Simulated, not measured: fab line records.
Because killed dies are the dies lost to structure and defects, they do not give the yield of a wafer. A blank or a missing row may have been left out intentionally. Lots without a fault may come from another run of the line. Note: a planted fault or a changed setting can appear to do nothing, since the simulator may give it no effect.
What tool caused it? | flow gf180mcu | route of 602 steps, sampled at 1 step: 24 lots, 72 wafers

## WHAT EACH GAUGE READ, for each wafer
GF_V3_CD_MEAS_14: target cd 260 nm. Usual: cdNm 259.8 nm, standard deviation 1.3.
lot  | measured     | on       | cdNm (nm)         | flag
L074 | day 22 13:05 | cdSem-01 | 259.8 259.9 260.5 | 
L075 | day 22 19:23 | cdSem-02 | 258.3 258.7 257.9 | 
L076 | day 23 13:05 | cdSem-01 | 259.9 258.1 259.9 | 
L077 | day 23 19:06 | cdSem-02 | 258.6 258.5 258.7 | 
L078 | day 24 00:59 | cdSem-02 | 258.7 258.1 259.6 | 
L079 | day 24 06:53 | cdSem-01 | 259.3 260.1 258.9 | 
L080 | day 24 21:29 | cdSem-01 | 258.0 257.1 257.3 | 
L081 | day 25 01:02 | cdSem-02 | 261.0 261.5 261.6 | 
L082 | day 25 16:37 | cdSem-01 | 261.3 260.9 260.6 | 
L083 | day 25 19:43 | cdSem-01 | 256.9 257.9 256.9 | 
L084 | day 26 02:11 | cdSem-01 | 260.7 259.9 260.4 | 
L085 | day 26 13:56 | cdSem-02 | 260.4 261.3 260.1 | 
L086 | day 26 20:02 | cdSem-01 | 260.4 261.0 259.8 | 
L087 | day 27 01:59 | cdSem-01 | 259.0 260.2 259.9 | 
L088 | day 27 12:59 | cdSem-01 | 259.8 259.1 260.1 | 
L089 | day 27 13:50 | cdSem-02 | 261.0 259.7 258.3 | 
L090 | day 27 21:08 | cdSem-02 | 259.6 258.7 260.0 | 
L091 | day 28 04:09 | cdSem-01 | 260.9 260.6 259.5 | 
L092 | day 28 11:08 | cdSem-01 | 261.2 261.4 261.4 | 
L093 | day 28 19:38 | cdSem-02 | 261.0 262.0 260.2 | 
L094 | day 29 01:52 | cdSem-02 | 260.5 259.4 259.1 | 
L095 | day 29 12:05 | cdSem-02 | 261.7 262.4 261.7 | 
L096 | day 29 13:08 | cdSem-01 | 259.8 261.4 260.5 | 
L097 | day 29 17:42 | cdSem-02 | 259.8 260.4 259.9 | 

## WHICH TOOL RAN EACH LOT (tool, then ch and the chambers of the sampled wafers, then the start)
Before these readings, the record contains no process step.

## WHAT THE TOOLS THEMSELVES READ (means of the sampled wafers that have a number; where no wafer has one, the mark that the record gives instead)
The record holds no such reading with a usual standard deviation.

## THE ANSWER, worked out from the rows above alone
Rule: lot off if the mean of its wafers having a number is beyond 3 standard deviations from the usual mean. Also off: a lot with no number at a reading for which 4 or more lots have one. Where the step has rows for the other lots, those lots are counted as sound. After the gauges, taken in route order, come the tools' own readings; for these a lot's mean is taken, as printed above. The first step at which some lot is off is used, and at that step the reading that is off furthest; a lot without a number counts as furthest.
No lot is off on any of the readings shown, so nothing can be concluded from this.

## WHAT THE SIMULATOR PUT IN
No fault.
